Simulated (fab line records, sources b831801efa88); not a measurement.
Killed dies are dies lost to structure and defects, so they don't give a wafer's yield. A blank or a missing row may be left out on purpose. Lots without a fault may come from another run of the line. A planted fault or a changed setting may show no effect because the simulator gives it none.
Chamber matching | flow sky130 | SKY_FIELD_ISO_ETCH_17 on rie_si-02: 4 sister chambers
The step etches Si in HBr/Cl2/O2, target depth 342 nm, time 97.7 s. 14 wafers are shown with their chamber, then 7 later ones without.

WAFERS WITH THEIR CHAMBER
wafer  | chamber | drypump_motor_current_A (A) | rf_fwd_power_W (W) | throttle_valve_pct (%)
L336.4 | 2       | 5.6                         | 594.1              | 25.660
L336.5 | 0       | 6.4                         | 591.4              | 25.680
L336.6 | 1       | 6.1                         | 596.9              | 25.661
L337.2 | 3       | 6.5                         | 598.4              | 25.677
L337.5 | 0       | 6.4                         | 592.6              | 25.675
L337.6 | 1       | 6.0                         | 594.0              | 25.656
L338.1 | 1       | 6.1                         | 598.5              | 25.654
L338.4 | 0       | 6.4                         | 596.3              | 25.663
L338.5 | 3       | 6.5                         | 596.0              | 25.665
L340.2 | 1       | 6.1                         | 595.8              | 25.655
L340.4 | 0       | 6.4                         | 593.7              | 25.650
L340.6 | 1       | 6.1                         | 597.1              | 25.654
L344.2 | 2       | 5.6                         | 596.7              | 25.677
L344.3 | 1       | 6.1                         | 595.8              | 25.664

SIGNATURES (means of the wafers above)
reading                 | chamber 0 | chamber 1 | chamber 2 | chamber 3 | scatter within a chamber
drypump_motor_current_A | 6.400     | 6.083     | 5.600     | 6.500     | 0.0289
rf_fwd_power_W          | 593.500   | 596.350   | 595.400   | 597.200   | 1.76
throttle_valve_pct      | 25.66700  | 25.65733  | 25.66850  | 25.67100  | 0.00918
Rule: a wafer's distance from a chamber is the root of the sum, over the readings, of the square of ((its reading less the chamber's mean) divided by the reading's scatter). The wafer belongs to the nearest chamber; if the next one is less than 2 further off, it can't be placed. The scatter: the root of (the sum of the squares of (reading less its chamber's mean) over the shown wafers, divided by (wafers less chambers)).

WAFERS WITHOUT THEIR CHAMBER
wafer  | drypump_motor_current_A (A) | rf_fwd_power_W (W) | throttle_valve_pct (%)
L344.6 | 6.5                         | 596.7              | 25.670
L345.3 | 6.5                         | 597.9              | 25.661
L345.4 | 6.4                         | 592.9              | 25.646
L345.5 | 6.4                         | 593.0              | 25.656
L346.1 | 6.5                         | 595.7              | 25.670
L346.3 | 6.1                         | 600.5              | 25.656
L346.5 | 6.5                         | 594.7              | 25.674

WHICH CHAMBER EACH WENT THROUGH
wafer  | from the rows above | in truth
L344.6 | 3                   | 3
L345.3 | 3                   | 3
L345.4 | 0                   | 0
L345.5 | 0                   | 0
L346.1 | 3                   | 3
L346.3 | 1                   | 1
L346.5 | 3                   | 3
Placed correctly: 7 of 7. Can't be placed from these rows: 0. Placed wrongly: 0.
